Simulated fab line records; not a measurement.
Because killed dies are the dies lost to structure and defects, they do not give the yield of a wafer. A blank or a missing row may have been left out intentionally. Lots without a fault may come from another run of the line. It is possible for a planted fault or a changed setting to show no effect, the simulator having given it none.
Which tool is to blame? || flow sky130 || 7 lots with 21 wafers sampled at 2 steps, on a route of 708 steps

WHAT EACH GAUGE READ, for each wafer
SKY_GATE_OXIDE_THK_MEAS_02.
{"lot": "L466", "measured": "day 13 12:07", "on": "film_metro-01", "GATE_OXIDE_OXIDATION_00_THK (nm)": "10.44 10.42 10.38"}
{"lot": "L468", "measured": "day 14 02:06", "on": "film_metro-01", "GATE_OXIDE_OXIDATION_00_THK (nm)": "10.19 10.11 10.17"}
{"lot": "L471", "measured": "day 15 08:47", "on": "film_metro-02", "GATE_OXIDE_OXIDATION_00_THK (nm)": "10.31 10.34 10.33"}
{"lot": "L477", "measured": "day 17 01:32", "on": "film_metro-04", "GATE_OXIDE_OXIDATION_00_THK (nm)": "10.26 10.24 10.02"}
{"lot": "L481", "measured": "day 18 12:55", "on": "film_metro-04", "GATE_OXIDE_OXIDATION_00_THK (nm)": "10.09 10.05 10.13"}
{"lot": "L483", "measured": "day 19 03:09", "on": "film_metro-01", "GATE_OXIDE_OXIDATION_00_THK (nm)": "9.97 10.09 10.12"}
{"lot": "L487", "measured": "day 20 17:34", "on": "film_metro-01", "GATE_OXIDE_OXIDATION_00_THK (nm)": "10.36 10.15 10.46"}

WHICH TOOL RAN EACH LOT (tool, then ch and the chambers of the sampled wafers, then the start)
{"lot": "L466", "SKY_GATE_OXIDE_OXIDATION_01": "furnace-02 ch 0, day 13 10:42"}
{"lot": "L468", "SKY_GATE_OXIDE_OXIDATION_01": "furnace-01 ch 0, day 14 00:40"}
{"lot": "L471", "SKY_GATE_OXIDE_OXIDATION_01": "furnace-01 ch 0, day 15 07:22"}
{"lot": "L477", "SKY_GATE_OXIDE_OXIDATION_01": "furnace-01 ch 0, day 17 00:07"}
{"lot": "L481", "SKY_GATE_OXIDE_OXIDATION_01": "furnace-02 ch 0, day 18 11:31"}
{"lot": "L483", "SKY_GATE_OXIDE_OXIDATION_01": "furnace-02 ch 0, day 19 01:44"}
{"lot": "L487", "SKY_GATE_OXIDE_OXIDATION_01": "furnace-02 ch 0, day 20 16:09"}
- SKY_GATE_OXIDE_OXIDATION_01: stabilise 600 s, purge 300 s, target thk 10.268 nm.

THE ANSWER, worked out from the rows above alone
Rule: what is usual is taken from the lots themselves. The widest of any qualifying gaps counts: lots, ordered by their means at a reading, are off when they make up no more than a third of the lots, leave a main group of 4 or more, and stand apart from it by 3 or more times the standard deviation of that group's means. If all means in a main group match to the digits the tables above print for the reading, that group is not used. A lot without any number at a reading at which 4 lots or more have one is off too. Any other lot the step has rows for is counted as sound.
None of the lots is off at any reading shown; this tells nothing.

WHAT HAD BEEN PUT IN BY THE SIMULATOR
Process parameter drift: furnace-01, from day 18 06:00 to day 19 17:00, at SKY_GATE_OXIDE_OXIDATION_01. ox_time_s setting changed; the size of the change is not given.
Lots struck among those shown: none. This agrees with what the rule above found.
